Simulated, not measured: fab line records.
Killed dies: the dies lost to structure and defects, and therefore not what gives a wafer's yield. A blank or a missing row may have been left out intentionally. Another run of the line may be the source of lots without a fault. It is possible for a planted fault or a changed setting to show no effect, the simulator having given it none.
Tool commonality check	flow sky130	12 lots and 36 wafers in the sample

REASON IT WAS OPENED
At SKY_SD_P_CD_MEAS_07 the reading cdNm is flagged on 1 of 12 lots. Wafers without a fault read 379.8 nm, standard deviation 2.6.
Rule: a lot is flagged in two cases, either no wafer of it has a number, or all its wafers with numbers fall more than 4 standard deviations from that mean. The other lots count as sound.

lot	measured	on	cdNm (nm), wafer by wafer	flag
L321	day 27 01:15	cdSem-01	378.0 378.0 377.7	
L324	day 28 03:15	cdSem-02	380.8 379.5 382.9	
L327	day 29 00:16	cdSem-02	378.2 376.0 376.5	
L328	day 29 08:37	cdSem-01	306.2 306.2 306.7	FLAGGED
L329	day 29 13:23	cdSem-02	374.2 374.0 375.0	
L334	day 31 07:41	cdSem-01	379.8 377.9 380.9	
L336	day 31 15:20	cdSem-01	382.3 381.2 381.6	
L337	day 32 01:52	cdSem-02	385.8 382.1 381.9	
L338	day 32 03:08	cdSem-02	376.0 378.5 380.1	
L339	day 32 17:41	cdSem-01	380.2 378.7 377.4	
L340	day 33 01:12	cdSem-01	377.4 378.3 379.3	
L341	day 33 05:39	cdSem-01	381.9 380.5 381.0	
Average over the flagged lots: 306.4 nm; offset from the usual -73.4 nm, equal to -28 standard deviations.

EACH LOT AND THE TOOL IT RAN ON
Before the reading, the record contains 2 process steps out of a 708-step route. In each cell: the tool, then ch and the chambers that the sampled wafers went through, then the start.
lot	flag	SKY_POLY_GATE_STRIP_18	SKY_SD_P_EXPOSE_04
L321		plasmaAsher-02 ch 1, day 17 23:49	ilineStepper-01 ch 0, day 26 10:53
L324		plasmaAsher-04 ch 0,1, day 19 04:24	ilineStepper-01 ch 0, day 27 13:12
L327		plasmaAsher-04 ch 0,1, day 20 03:42	ilineStepper-02 ch 0, day 28 10:08
L328	FLAGGED	plasmaAsher-03 ch 0,1, day 20 09:12	ilineStepper-02 ch 0, day 28 18:29
L329		plasmaAsher-04 ch 0,1, day 20 18:26	ilineStepper-02 ch 0, day 28 23:55
L334		plasmaAsher-02 ch 0,1, day 22 15:47	ilineStepper-01 ch 0, day 30 17:59
L336		plasmaAsher-03 ch 0,1, day 22 23:47	ilineStepper-02 ch 0, day 31 01:14
L337		plasmaAsher-02 ch 0,1, day 23 13:02	ilineStepper-01 ch 0, day 31 12:32
L338		plasmaAsher-02 ch 1, day 23 14:34	ilineStepper-02 ch 0, day 31 14:32
L339		plasmaAsher-04 ch 0,1, day 24 05:26	ilineStepper-01 ch 0, day 32 03:50
L340		plasmaAsher-02 ch 0,1, day 24 13:05	ilineStepper-02 ch 0, day 32 11:31
L341		plasmaAsher-04 ch 0,1, day 24 18:40	ilineStepper-01 ch 0, day 32 16:56
These steps, and what they do:
- SKY_POLY_GATE_STRIP_18: strips in O2/N2.
- SKY_SD_P_EXPOSE_04: exposes mask PSDM, target cd 380 nm.
- SKY_SD_P_CD_MEAS_07: target cd 380 nm.

FLAGGED OVER TOTAL, TOOL BY TOOL (the gauges that took the reading come last)
step	tool	lots run	flagged	share of the flagged lots	sound lots run after its first flagged lot
SKY_POLY_GATE_STRIP_18	plasmaAsher-02	5	0	none	-
SKY_POLY_GATE_STRIP_18	plasmaAsher-03	2	1	all	1 (L336)
SKY_POLY_GATE_STRIP_18	plasmaAsher-04	5	0	none	-
SKY_SD_P_EXPOSE_04	ilineStepper-01	6	0	none	-
SKY_SD_P_EXPOSE_04	ilineStepper-02	6	1	all	4 (L329,L336,L338,L340)
SKY_SD_P_CD_MEAS_07	cdSem-01	7	1	all	5 (L334,L336,L339,L340,L341)
SKY_SD_P_CD_MEAS_07	cdSem-02	5	0	none	-

WHAT IS ALLOWED BY THE TABLE
3 rows of the table ran every flagged lot: plasmaAsher-03 at SKY_POLY_GATE_STRIP_18, ilineStepper-02 at SKY_SD_P_EXPOSE_04, cdSem-01 at SKY_SD_P_CD_MEAS_07.
- plasmaAsher-03 at SKY_POLY_GATE_STRIP_18: 1 of its 2 lots flagged. After the first flagged lot (L336), sound lots still ran on it; a lasting fault on the whole tool would not permit that.
- ilineStepper-02 at SKY_SD_P_EXPOSE_04: 1 of its 6 lots flagged. After the first flagged lot (L329, L336, L338, L340), sound lots still ran on it; a lasting fault on the whole tool would not permit that.
- cdSem-01 at SKY_SD_P_CD_MEAS_07: 1 of its 7 lots flagged. After the first flagged lot (L334, L336, L339, L340, L341), sound lots still ran on it; a lasting fault on the whole tool would not permit that.
There is no row in the table that ran each flagged lot and no sound lot after the first.

WHAT THE SIMULATOR PUT IN
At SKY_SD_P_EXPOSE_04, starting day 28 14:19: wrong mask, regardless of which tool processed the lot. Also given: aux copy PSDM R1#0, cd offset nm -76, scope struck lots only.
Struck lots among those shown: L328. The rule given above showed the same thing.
